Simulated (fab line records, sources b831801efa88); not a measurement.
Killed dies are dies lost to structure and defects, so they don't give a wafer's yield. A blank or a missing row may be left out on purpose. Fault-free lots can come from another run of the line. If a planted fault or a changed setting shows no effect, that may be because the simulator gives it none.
Which tool is to blame? / flow gf180mcu / 14 lots, 36 wafers sampled, at 6 steps of a route of 602

== WHAT THE GAUGES SHOWED, per wafer ==
GF_LVPWELL_TW_MEAS_11. Usual: for LVPWELL_TW the level is 561 and the standard deviation is 4.2.
lot=L104; measured=day 4 00:13; on=film metro-04; LVPWELL_TW=567 567 567; flag=
lot=L106; measured=day 4 06:20; on=film metro-02; LVPWELL_TW=560 562 563; flag=
lot=L107; measured=day 4 14:58; on=film metro-01; LVPWELL_TW=556 561 558; flag=
lot=L113; measured=day 6 00:14; on=film metro-02; LVPWELL_TW=564; flag=
lot=L114; measured=day 6 05:20; on=film metro-04; LVPWELL_TW=563; flag=
lot=L117; measured=day 6 20:46; on=film metro-02; LVPWELL_TW=558 561 560; flag=
lot=L118; measured=day 7 02:16; on=film metro-01; LVPWELL_TW=558; flag=
lot=L120; measured=day 7 15:08; on=film metro-04; LVPWELL_TW=564 568 563; flag=
lot=L121; measured=day 7 21:43; on=film metro-04; LVPWELL_TW=565 569 570; flag=
lot=L123; measured=day 8 18:23; on=film metro-02; LVPWELL_TW=559 559 558; flag=
lot=L124; measured=day 8 20:07; on=film metro-01; LVPWELL_TW=558 556 559; flag=
lot=L125; measured=day 8 23:39; on=film metro-01; LVPWELL_TW=556 561 555; flag=
lot=L126; measured=day 9 04:13; on=film metro-02; LVPWELL_TW=564 563 565; flag=
lot=L127; measured=day 9 11:32; on=film metro-02; LVPWELL_TW=563 562 560; flag=

GF_MVSD_TW_MEAS_11. Usual: for MVSD_TW the level is 1589 and the standard deviation is 11.
lot=L104; measured=day 4 13:15; on=film metro-04; MVSD_TW=1612 1600 1601; flag=
lot=L106; measured=day 4 18:56; on=film metro-04; MVSD_TW=1601 1604 1595; flag=
lot=L107; measured=day 5 05:46; on=film metro-04; MVSD_TW=1606 1604 1601; flag=
lot=L113; measured=day 6 15:01; on=film metro-01; MVSD_TW=1571; flag=
lot=L114; measured=day 6 20:06; on=film metro-02; MVSD_TW=1584; flag=
lot=L117; measured=day 7 12:38; on=film metro-02; MVSD_TW=1580 1584 1576; flag=
lot=L118; measured=day 7 18:12; on=film metro-04; MVSD_TW=1607; flag=
lot=L120; measured=day 8 07:30; on=film metro-02; MVSD_TW=1576 1583 1585; flag=
lot=L121; measured=day 8 14:43; on=film metro-01; MVSD_TW=1578 1578 1576; flag=
lot=L123; measured=day 9 11:51; on=film metro-02; MVSD_TW=1591 1592 1599; flag=
lot=L124; measured=day 9 13:27; on=film metro-02; MVSD_TW=1577 1582 1585; flag=
lot=L125; measured=day 9 16:57; on=film metro-04; MVSD_TW=1603 1582 1588; flag=
lot=L126; measured=day 9 22:46; on=film metro-04; MVSD_TW=1590 1590 1582; flag=
lot=L127; measured=day 10 05:36; on=film metro-01; MVSD_TW=1573 1577 1576; flag=

GF_VT_IMPLANT_RS_MEAS_47: measurement is done with a four-point probe. Usual: for NWELL_RS the level is 487.5 ohm/sq and the standard deviation is 1.3.
lot=L104; measured=day 7 15:20; on=film metro-02; NWELL_RS (ohm/sq)=488.5 489.2 489.1; flag=
lot=L106; measured=day 7 21:18; on=film metro-04; NWELL_RS (ohm/sq)=486.8 486.4 486.3; flag=
lot=L107; measured=day 8 10:16; on=film metro-01; NWELL_RS (ohm/sq)=486.0 486.6 487.7; flag=
lot=L113; measured=day 10 00:47; on=film metro-01; NWELL_RS (ohm/sq)=475.5 475.7; flag=OFF
lot=L114; measured=day 10 08:05; on=film metro-01; NWELL_RS (ohm/sq)=477.7 477.0; flag=OFF
lot=L117; measured=day 11 03:10; on=film metro-02; NWELL_RS (ohm/sq)=488.0 487.9 488.5; flag=
lot=L118; measured=day 11 10:01; on=film metro-04; NWELL_RS (ohm/sq)=477.7 478.4; flag=OFF
lot=L120; measured=day 11 22:31; on=film metro-02; NWELL_RS (ohm/sq)=486.2 485.7 487.5; flag=
lot=L121; measured=day 12 08:07; on=film metro-04; NWELL_RS (ohm/sq)=487.2 488.5 487.1; flag=
lot=L123; measured=day 13 09:16; on=film metro-01; NWELL_RS (ohm/sq)=486.6 485.9 487.0; flag=
lot=L124; measured=day 13 11:45; on=film metro-02; NWELL_RS (ohm/sq)=488.4 488.1 487.8; flag=
lot=L125; measured=day 13 14:50; on=film metro-01; NWELL_RS (ohm/sq)=488.2 487.7 487.0; flag=
lot=L126; measured=day 13 23:23; on=film metro-01; NWELL_RS (ohm/sq)=487.8 489.1 486.9; flag=
lot=L127; measured=day 14 06:15; on=film metro-02; NWELL_RS (ohm/sq)=488.4 487.8 489.0; flag=

GF_VT_IMPLANT_RS_MEAS_48: measurement is done with a four-point probe. Usual: for LVPWELL_RS the level is 1195.5 ohm/sq and the standard deviation is 2.9.
lot=L104; measured=day 7 15:27; on=film metro-02; LVPWELL_RS (ohm/sq)=1199.3 1197.9 1197.2; flag=
lot=L106; measured=day 7 21:25; on=film metro-04; LVPWELL_RS (ohm/sq)=1196.8 1194.6 1195.7; flag=
lot=L107; measured=day 8 10:23; on=film metro-01; LVPWELL_RS (ohm/sq)=1191.5 1192.3 1194.0; flag=
lot=L113; measured=day 10 03:06; on=film metro-01; LVPWELL_RS (ohm/sq)=1188.3; flag=
lot=L114; measured=day 10 16:20; on=film metro-01; LVPWELL_RS (ohm/sq)=1197.4; flag=
lot=L117; measured=day 11 03:17; on=film metro-02; LVPWELL_RS (ohm/sq)=1200.1 1199.4 1195.1; flag=
lot=L118; measured=day 11 14:25; on=film metro-04; LVPWELL_RS (ohm/sq)=1193.8; flag=
lot=L120; measured=day 11 22:38; on=film metro-02; LVPWELL_RS (ohm/sq)=1193.9 1196.8 1197.0; flag=
lot=L121; measured=day 12 08:14; on=film metro-04; LVPWELL_RS (ohm/sq)=1197.9 1197.0 1199.0; flag=
lot=L123; measured=day 13 09:23; on=film metro-01; LVPWELL_RS (ohm/sq)=1195.3 1200.2 1196.4; flag=
lot=L124; measured=day 13 11:52; on=film metro-02; LVPWELL_RS (ohm/sq)=1199.0 1195.9 1195.5; flag=
lot=L125; measured=day 13 14:58; on=film metro-01; LVPWELL_RS (ohm/sq)=1196.5 1194.7 1197.6; flag=
lot=L126; measured=day 13 23:31; on=film metro-01; LVPWELL_RS (ohm/sq)=1192.6 1194.7 1189.8; flag=
lot=L127; measured=day 14 06:22; on=film metro-02; LVPWELL_RS (ohm/sq)=1199.4 1195.1 1196.4; flag=

== TOOL THAT RAN EACH LOT (tool first, then ch and the chambers of the sampled wafers, then the start) ==
lot=L104; GF_NWELL_IMPLANT_09=implanter-02 ch 0, day 3 10:49; GF_NWELL_STRIP_10=plasma asher-04 ch 0,1, day 3 10:58
lot=L106; GF_NWELL_IMPLANT_09=implanter-02 ch 0, day 3 16:46; GF_NWELL_STRIP_10=plasma asher-01 ch 0,1, day 3 16:54
lot=L107; GF_NWELL_IMPLANT_09=implanter-02 ch 0, day 4 01:37; GF_NWELL_STRIP_10=plasma asher-03 ch 0,1, day 4 01:45
lot=L113; GF_NWELL_IMPLANT_09=implanter-02 ch 0, day 5 09:29; GF_NWELL_STRIP_10=plasma asher-03 ch 0, day 5 09:35
lot=L114; GF_NWELL_IMPLANT_09=implanter-02 ch 0, day 5 14:09; GF_NWELL_STRIP_10=plasma asher-04 ch 1, day 5 14:15
lot=L117; GF_NWELL_IMPLANT_09=implanter-04 ch 0, day 6 05:26; GF_NWELL_STRIP_10=plasma asher-03 ch 0,1, day 6 05:34
lot=L118; GF_NWELL_IMPLANT_09=implanter-02 ch 0, day 6 11:41; GF_NWELL_STRIP_10=plasma asher-01 ch 1, day 6 11:47
lot=L120; GF_NWELL_IMPLANT_09=implanter-04 ch 0, day 6 22:15; GF_NWELL_STRIP_10=plasma asher-03 ch 0,1, day 6 22:24
lot=L121; GF_NWELL_IMPLANT_09=implanter-01 ch 0, day 7 05:34; GF_NWELL_STRIP_10=plasma asher-01 ch 0,1, day 7 05:42
lot=L123; GF_NWELL_IMPLANT_09=implanter-04 ch 0, day 8 01:26; GF_NWELL_STRIP_10=plasma asher-01 ch 0,1, day 8 01:35
lot=L124; GF_NWELL_IMPLANT_09=implanter-01 ch 0, day 8 02:34; GF_NWELL_STRIP_10=plasma asher-04 ch 0,1, day 8 02:43
lot=L125; GF_NWELL_IMPLANT_09=implanter-01 ch 0, day 8 06:42; GF_NWELL_STRIP_10=plasma asher-03 ch 0,1, day 8 06:49
lot=L126; GF_NWELL_IMPLANT_09=implanter-01 ch 0, day 8 11:48; GF_NWELL_STRIP_10=plasma asher-04 ch 0,1, day 8 11:57
lot=L127; GF_NWELL_IMPLANT_09=implanter-01 ch 0, day 8 18:33; GF_NWELL_STRIP_10=plasma asher-03 ch 0,1, day 8 18:42
- GF_NWELL_IMPLANT_09
- GF_NWELL_STRIP_10: strips in O2/N2.

== AS READ BY THE TOOLS THEMSELVES (means over the sampled wafers that have a number; for cases with no such wafer, the mark the record gives instead) ==
GF_NWELL_IMPLANT_09. Usual: beam on s 10.00 s, standard deviation 0.22; faraday current uA 22.5, standard deviation 0.49.
lot=L104; tool=implanter-02; beam on s (s)=10.13; faraday current uA=22.2; flag=
lot=L106; tool=implanter-02; beam on s (s)=10.20; faraday current uA=22.1; flag=
lot=L107; tool=implanter-02; beam on s (s)=10.23; faraday current uA=22.0; flag=
lot=L113; tool=implanter-02; beam on s (s)=11.14; faraday current uA=20.3; flag=OFF
lot=L114; tool=implanter-02; beam on s (s)=10.97; faraday current uA=20.6; flag=OFF
lot=L117; tool=implanter-04; beam on s (s)=10.00; faraday current uA=22.6; flag=
lot=L118; tool=implanter-02; beam on s (s)=11.42; faraday current uA=19.8; flag=OFF
lot=L120; tool=implanter-04; beam on s (s)=9.93; faraday current uA=22.7; flag=
lot=L121; tool=implanter-01; beam on s (s)=9.83; faraday current uA=22.9; flag=
lot=L123; tool=implanter-04; beam on s (s)=10.00; faraday current uA=22.5; flag=
lot=L124; tool=implanter-01; beam on s (s)=9.96; faraday current uA=22.6; flag=
lot=L125; tool=implanter-01; beam on s (s)=10.03; faraday current uA=22.5; flag=
lot=L126; tool=implanter-01; beam on s (s)=10.01; faraday current uA=22.6; flag=
lot=L127; tool=implanter-01; beam on s (s)=9.75; faraday current uA=23.1; flag=

GF_NWELL_STRIP_10. Usual: drypump motor current A 5.61 A, standard deviation 0.24; heater power w 348 W, standard deviation 26; n2 flow sccm 300.2 sccm, standard deviation 0.89; oes product au 0.723 a.u., standard deviation 0.0047; platen temp c 249.98 C, standard deviation 0.18; strip time to endpoint s 36.96 s, standard deviation 0.074.
lot=L104; tool=plasma asher-04; drypump motor current A (A)=5.62; heater power w (W)=325; n2 flow sccm (sccm)=300.8; oes product au (a.u.)=0.722; platen temp c (C)=249.84; strip time to endpoint s (s)=36.85; flag=
lot=L106; tool=plasma asher-01; drypump motor current A (A)=5.65; heater power w (W)=378; n2 flow sccm (sccm)=300.1; oes product au (a.u.)=0.726; platen temp c (C)=250.05; strip time to endpoint s (s)=37.02; flag=
lot=L107; tool=plasma asher-03; drypump motor current A (A)=5.46; heater power w (W)=329; n2 flow sccm (sccm)=300.5; oes product au (a.u.)=0.727; platen temp c (C)=250.01; strip time to endpoint s (s)=36.97; flag=
lot=L113; tool=plasma asher-03; drypump motor current A (A)=5.84; heater power w (W)=339; n2 flow sccm (sccm)=300.8; oes product au (a.u.)=0.724; platen temp c (C)=249.76; strip time to endpoint s (s)=36.95; flag=
lot=L114; tool=plasma asher-04; drypump motor current A (A)=5.75; heater power w (W)=317; n2 flow sccm (sccm)=299.2; oes product au (a.u.)=0.722; platen temp c (C)=250.08; strip time to endpoint s (s)=37.09; flag=
lot=L117; tool=plasma asher-03; drypump motor current A (A)=5.47; heater power w (W)=332; n2 flow sccm (sccm)=300.4; oes product au (a.u.)=0.716; platen temp c (C)=249.88; strip time to endpoint s (s)=36.92; flag=
lot=L118; tool=plasma asher-01; drypump motor current A (A)=5.54; heater power w (W)=373; n2 flow sccm (sccm)=299.2; oes product au (a.u.)=0.726; platen temp c (C)=250.04; strip time to endpoint s (s)=36.95; flag=
lot=L120; tool=plasma asher-03; drypump motor current A (A)=5.65; heater power w (W)=339; n2 flow sccm (sccm)=301.6; oes product au (a.u.)=0.727; platen temp c (C)=249.76; strip time to endpoint s (s)=36.94; flag=
lot=L121; tool=plasma asher-01; drypump motor current A (A)=5.76; heater power w (W)=379; n2 flow sccm (sccm)=300.8; oes product au (a.u.)=0.726; platen temp c (C)=250.08; strip time to endpoint s (s)=36.95; flag=
lot=L123; tool=plasma asher-01; drypump motor current A (A)=5.65; heater power w (W)=380; n2 flow sccm (sccm)=299.9; oes product au (a.u.)=0.723; platen temp c (C)=250.07; strip time to endpoint s (s)=36.94; flag=
lot=L124; tool=plasma asher-04; drypump motor current A (A)=5.62; heater power w (W)=321; n2 flow sccm (sccm)=300.2; oes product au (a.u.)=0.728; platen temp c (C)=250.15; strip time to endpoint s (s)=36.95; flag=
lot=L125; tool=plasma asher-03; drypump motor current A (A)=5.46; heater power w (W)=332; n2 flow sccm (sccm)=300.5; oes product au (a.u.)=0.724; platen temp c (C)=250.05; strip time to endpoint s (s)=36.92; flag=
lot=L126; tool=plasma asher-04; drypump motor current A (A)=5.48; heater power w (W)=325; n2 flow sccm (sccm)=300.1; oes product au (a.u.)=0.725; platen temp c (C)=250.10; strip time to endpoint s (s)=36.92; flag=
lot=L127; tool=plasma asher-03; drypump motor current A (A)=5.65; heater power w (W)=336; n2 flow sccm (sccm)=300.4; oes product au (a.u.)=0.721; platen temp c (C)=249.89; strip time to endpoint s (s)=36.97; flag=

== THE ANSWER, worked out from the rows above alone ==
Rule: lot off if the mean of its wafers having a number is beyond 3 standard deviations from the usual mean. A lot without any number at a reading at which 4 lots or more have one is off too. Where the step has rows for the other lots, those lots are counted as sound. The gauges are gone through in route order, then the tools' own readings, and for those a lot's mean is taken as printed above. The first step at which some lot is off is used, and at that step the reading that is off furthest; a lot without a number counts as furthest.
Off: at GF_VT_IMPLANT_RS_MEAS_47 (NWELL_RS), L113, L114, L118.
A tool fits if, at a process step before that reading, it ran every lot that is off, and no sound lot after the first of them. Not tried: the gauges at GF_VT_IMPLANT_RS_MEAS_47; whatever is off there is also off at GF_NWELL_IMPLANT_09, on other tools, and gauge error can't account for it. One fits: implanter-02 at GF_NWELL_IMPLANT_09. Its last sound lot is L107 (day 4 01:37), its first lot that is off L113 (day 5 09:29): a fault that began between those two fits.
The tool's own readings at GF_NWELL_IMPLANT_09 bear it out: on the lots that are off they differ by more than 5 times the standard deviation of the sound lots' means. beam on s reads 11.18 s there against 10.01 s on the sound lots; faraday current uA reads 20.2 there against 22.5 on the sound lots.

== WHAT THE SIMULATOR HAD PUT IN ==
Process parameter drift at GF_NWELL_IMPLANT_09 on implanter-02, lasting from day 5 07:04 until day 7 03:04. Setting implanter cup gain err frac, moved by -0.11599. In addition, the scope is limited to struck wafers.
Struck lots among those shown: L113, L114, L118. Same finding as the rule above.
